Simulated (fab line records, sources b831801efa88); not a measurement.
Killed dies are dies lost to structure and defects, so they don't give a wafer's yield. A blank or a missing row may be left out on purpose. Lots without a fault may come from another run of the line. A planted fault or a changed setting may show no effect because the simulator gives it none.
fab line records | flow gf180mcu | part 2 of 2: steps 34 to 41 of 41
record lots=5 wafers=15 last_day=34
route steps=602 shown POLY_GATE@174 HV_LDD@176
lots that met no fault: from a run of the same line without faults
start_h: hours from the record's first day to the start of the lot's first wafer shown | wait_h: hours since the lot's step before | " the same as in the row above | L1.1+2: a row that stands for several wafers | - no value, or no start given | * or withheld: withheld | < > ~ a bound
route shown NAME@n: a module of which the file shows steps, and the number in the route of the first | usual: mean/standard deviation of fault-free wafers | same: alike in all rows | chamber/n: place in a boat | sites: the reading at each site | _std_site: their standard deviation | _edge_site: outer sites' mean less inner sites' | radius_mm: how far each site lies from the wafer's centre | mask NAME#n: copy n | behind: the tool/chamber that last shaped the wafer | hold: why the lot was held/for how many hours/how that ended | device: the transistor (n, p or np) that didn't switch | end of line: the same wafers' tests at the end of the route | a step without rows: its recipe alone | killed: dies lost to structure and defects at the first sort, not the wafer's yield | map: a wafer's dies, x killed, . not, _ none there
set.NAME: the setting as run; set.NAME@STEP: as run at that earlier step | model.NAME: the simulator's own value behind a step, which no gauge read
lots at some steps of the route; a table a step, a row a wafer
services: from which hour (start_h, from the record's first day; less than 0 if before it) a tool's chamber was out of use, for how many hours, and why
## steps
# step GF_HV_LDD_CD_MEAS_31
# recipe target_cd_nm=400
# usual cd_nm=400.3/1.7
# columns lot.wafer tool chamber start_h wait_h cd_nm
L075.2 cd_sem-01 - 262.15 0.1 399.8
L075.3 " - " " 399.2
L075.6 " - " " 397.0
L076.1 cd_sem-02 - 266.48 0.1 403.1
L076.3 " - " " 403.4
L076.4 " - " " 402.1
L084.1 cd_sem-02 - 333.62 0.1 400.8
L084.2 " - " " 398.8
L084.4 " - " " 398.8
L088.2 cd_sem-02 - 362.14 0.1 400.4
L088.4 " - " " 402.6
L088.5 " - " " 401.6
L096.1 cd_sem-01 - 427.07 0.1 400.8
L096.2 " - " " 399.3
L096.5 " - " " 399.7
# step GF_HV_LDD_OVL_MEAS_32
# usual HV_LDD_02_OVL=-0.4/1.4
# columns lot.wafer tool chamber start_h wait_h HV_LDD_02_OVL[nm]
L075.2 overlay-01 - 262.25 0.1 -0.1
L075.3 " - " " 0.7
L075.6 " - " " -0.4
L076.1 overlay-01 - 266.60 0.1 -2.7
L076.3 " - " " -2.8
L076.4 " - " " -1.8
L084.1 overlay-02 - 333.74 0.1 -1.7
L084.2 " - " " -0.1
L084.4 " - " " -1.3
L088.2 overlay-01 - 362.25 0.1 -0.2
L088.4 " - " " 0.4
L088.5 " - " " -0.1
L096.1 overlay-02 - 427.19 0.1 -2.2
L096.2 " - " " -0.5
L096.5 " - " " -0.1
# step GF_HV_LDD_IMPLANT_33
# recipe species=P energy_kev=60 dose_cm2=7.5e+12 tilt_deg=30 rotation_deg=0
# usual dose_ions_cm2=7.499e+12/8.4e+09 rotation_deg=0.000/0.018
# columns lot.wafer tool chamber start_h wait_h dose_ions_cm2 rotation_deg
L075.2 implanter-03 0 262.31 0.0 7.507e+12 0.023
L075.3 " 0 " " 7.501e+12 0.012
L075.6 " 0 " " 7.494e+12 0.011
L076.1 implanter-04 0 266.63 0.0 7.494e+12 -0.033
L076.3 " 0 " " 7.504e+12 -0.021
L076.4 " 0 " " 7.503e+12 -0.028
L084.1 implanter-04 0 333.78 0.0 7.512e+12 -0.012
L084.2 " 0 " " 7.514e+12 -0.026
L084.4 " 0 " " 7.508e+12 0.004
L088.2 implanter-03 0 362.31 0.0 7.505e+12 -0.011
L088.4 " 0 " " 7.496e+12 0.011
L088.5 " 0 " " 7.503e+12 0.003
L096.1 implanter-01 0 427.23 0.0 7.506e+12 0.031
L096.2 " 0 " " 7.498e+12 0.008
L096.5 " 0 " " 7.507e+12 0.028
# step GF_HV_LDD_IMPLANT_34
# recipe species=P energy_kev=60 dose_cm2=7.5e+12 tilt_deg=30 rotation_deg=90
# usual dose_ions_cm2=7.5e+12/7.8e+09 rotation_deg=89.997/0.024
# columns lot.wafer tool chamber start_h wait_h dose_ions_cm2 rotation_deg
L075.2 implanter-03 0 262.46 0.1 7.487e+12 90.050
L075.3 " 0 " " 7.508e+12 90.020
L075.6 " 0 " " 7.491e+12 89.942
L076.1 implanter-04 0 266.78 0.1 7.515e+12 90.000
L076.3 " 0 " " 7.5e+12 89.990
L076.4 " 0 " " 7.503e+12 90.027
L084.1 implanter-04 0 333.93 0.1 7.51e+12 89.982
L084.2 " 0 " " 7.511e+12 90.000
L084.4 " 0 " " 7.491e+12 90.043
L088.2 implanter-03 0 362.46 0.1 7.499e+12 89.927
L088.4 " 0 " " 7.511e+12 90.006
L088.5 " 0 " " 7.517e+12 89.994
L096.1 implanter-01 0 427.38 0.1 7.495e+12 89.991
L096.2 " 0 " " 7.499e+12 89.961
L096.5 " 0 " " 7.502e+12 89.994
# step GF_HV_LDD_IMPLANT_35
# recipe species=P energy_kev=60 dose_cm2=7.5e+12 tilt_deg=30 rotation_deg=180
# usual dose_ions_cm2=7.503e+12/8.8e+09 rotation_deg=180.00/0.043
# columns lot.wafer tool chamber start_h wait_h dose_ions_cm2 rotation_deg
L075.2 implanter-03 0 262.61 0.1 7.491e+12 180.06
L075.3 " 0 " " 7.506e+12 179.94
L075.6 " 0 " " 7.494e+12 179.99
L076.1 implanter-04 0 266.93 0.1 7.506e+12 180.03
L076.3 " 0 " " 7.489e+12 180.01
L076.4 " 0 " " 7.507e+12 179.99
L084.1 implanter-04 0 334.08 0.1 7.515e+12 179.98
L084.2 " 0 " " 7.498e+12 179.94
L084.4 " 0 " " 7.508e+12 180.05
L088.2 implanter-03 0 362.61 0.1 7.509e+12 180.05
L088.4 " 0 " " 7.507e+12 180.01
L088.5 " 0 " " 7.514e+12 179.96
L096.1 implanter-01 0 427.53 0.1 7.503e+12 179.94
L096.2 " 0 " " 7.535e+12 179.99
L096.5 " 0 " " 7.515e+12 180.00
# step GF_HV_LDD_IMPLANT_36
# recipe species=P energy_kev=60 dose_cm2=7.5e+12 tilt_deg=30 rotation_deg=270
# usual dose_ions_cm2=7.501e+12/8e+09 rotation_deg=270.00/0.056
# columns lot.wafer tool chamber start_h wait_h dose_ions_cm2 rotation_deg
L075.2 implanter-03 0 262.76 0.1 7.516e+12 269.96
L075.3 " 0 " " 7.497e+12 270.13
L075.6 " 0 " " 7.489e+12 269.94
L076.1 implanter-04 0 267.08 0.1 7.498e+12 269.92
L076.3 " 0 " " 7.501e+12 269.95
L076.4 " 0 " " 7.497e+12 270.03
L084.1 implanter-04 0 334.23 0.1 7.488e+12 270.06
L084.2 " 0 " " 7.505e+12 269.90
L084.4 " 0 " " 7.511e+12 270.05
L088.2 implanter-03 0 362.76 0.1 7.499e+12 270.04
L088.4 " 0 " " 7.5e+12 270.09
L088.5 " 0 " " 7.504e+12 269.99
L096.1 implanter-01 0 427.68 0.1 7.499e+12 269.95
L096.2 " 0 " " 7.499e+12 270.03
L096.5 " 0 " " 7.501e+12 269.98
# step GF_HV_LDD_STRIP_37
# recipe chemistry=O2/N2 power_w=1400 pressure_mtorr=1500 platen_temp_c=250 o2_flow_sccm=3000 n2_flow_sccm=300 overash_fraction=0.5
# usual chamber_pressure_mTorr=1500.1/1.5 drypump_motor_current_A=5.9/0.47 heater_power_w=320/23 oes_product_au=0.716/0.0048 strip_time_to_endpoint_s=12.64/0.033
# columns lot.wafer tool chamber start_h wait_h chamber_pressure_mTorr drypump_motor_current_A heater_power_w oes_product_au rf_hours_counter_h strip_time_to_endpoint_s
L075.2 plasma_asher-03 1 262.88 0.1 1498.3 6.0 337 0.727 49 12.63
L075.3 " 0 " " 1499.7 6.3 300 0.712 - 12.62
L075.6 " 0 " " 1498.4 6.3 293 0.722 - 12.64
L076.1 plasma_asher-01 0 267.23 0.1 1500.9 6.4 290 0.710 17 12.69
L076.3 " 0 " " 1502.5 6.4 284 0.721 - 12.68
L076.4 " 1 " " 1499.4 6.0 339 0.715 - 12.68
L084.1 plasma_asher-01 1 334.38 0.1 1497.9 6.0 343 0.713 24 12.68
L084.2 " 0 " " 1502.2 6.4 296 0.713 24 12.69
L084.4 " 1 " " 1500.0 6.0 346 0.716 - 12.62
L088.2 plasma_asher-01 1 362.88 0.1 1498.6 6.0 347 0.716 27 12.65
L088.4 " 0 " " 1499.7 6.4 295 0.712 - 12.61
L088.5 " 0 " " 1503.0 6.4 288 0.713 - 12.64
L096.1 plasma_asher-01 0 427.83 0.1 1502.8 6.4 297 0.710 34 12.72
L096.2 " 1 " " 1502.0 6.0 351 0.717 34 12.68
L096.5 " 0 " " 1501.0 6.4 296 0.717 - 12.66
# step GF_HV_LDD_TW_MEAS_38
# usual HV_LDD_3_TW=1436/9
# columns lot.wafer tool chamber start_h wait_h HV_LDD_3_TW
L075.2 film_metro-04 - 262.99 0.1 1435
L075.3 " - " " 1432
L075.6 " - " " 1435
L076.1 film_metro-02 - 267.33 0.1 1446
L076.3 " - " " 1445
L076.4 " - " " 1437
L084.1 film_metro-01 - 334.48 0.1 1436
L084.2 " - " " 1427
L084.4 " - " " 1436
L088.2 film_metro-04 - 362.99 0.1 1440
L088.4 " - " " 1437
L088.5 " - " " 1435
L096.1 film_metro-01 - 427.93 0.1 1437
L096.2 " - " " 1433
L096.5 " - " " 1429
## services
# columns tool chamber start_h hours kind
implanter-01 - 193.84 2.8 repair
plasma_asher-03 - 197.16 1.6 repair
iline_stepper-01 0 205.45 - calibration
iline_stepper-01 - 211.82 0.9 repair
implanter-03 - 213.92 9.9 repair
iline_stepper-01 - 215.52 10.7 repair
implanter-03 - 256.66 5.5 pm
litho_track-03 - 288.08 - consumable_replace:filter
iline_stepper-01 - 327.07 1.7 pm
iline_stepper-02 - 329.35 1.1 repair
plasma_asher-04 - 337.90 2.8 pm
implanter-04 - 344.68 1.1 repair
iline_stepper-02 - 363.36 1.7 pm
litho_track-01 - 375.01 - consumable_replace:filter
iline_stepper-02 0 377.34 - calibration
implanter-03 - 389.41 8.3 pm
implanter-01 - 391.53 9.3 repair
implanter-03 - 397.68 3.9 pm
implanter-03 - 403.69 4.4 repair
plasma_asher-04 - 421.30 9.0 pm
plasma_asher-04 0 421.30 9.0 vent_cycle
plasma_asher-04 1 421.30 9.0 vent_cycle
iline_stepper-01 0 423.14 - calibration
plasma_asher-01 - 424.66 1.9 repair
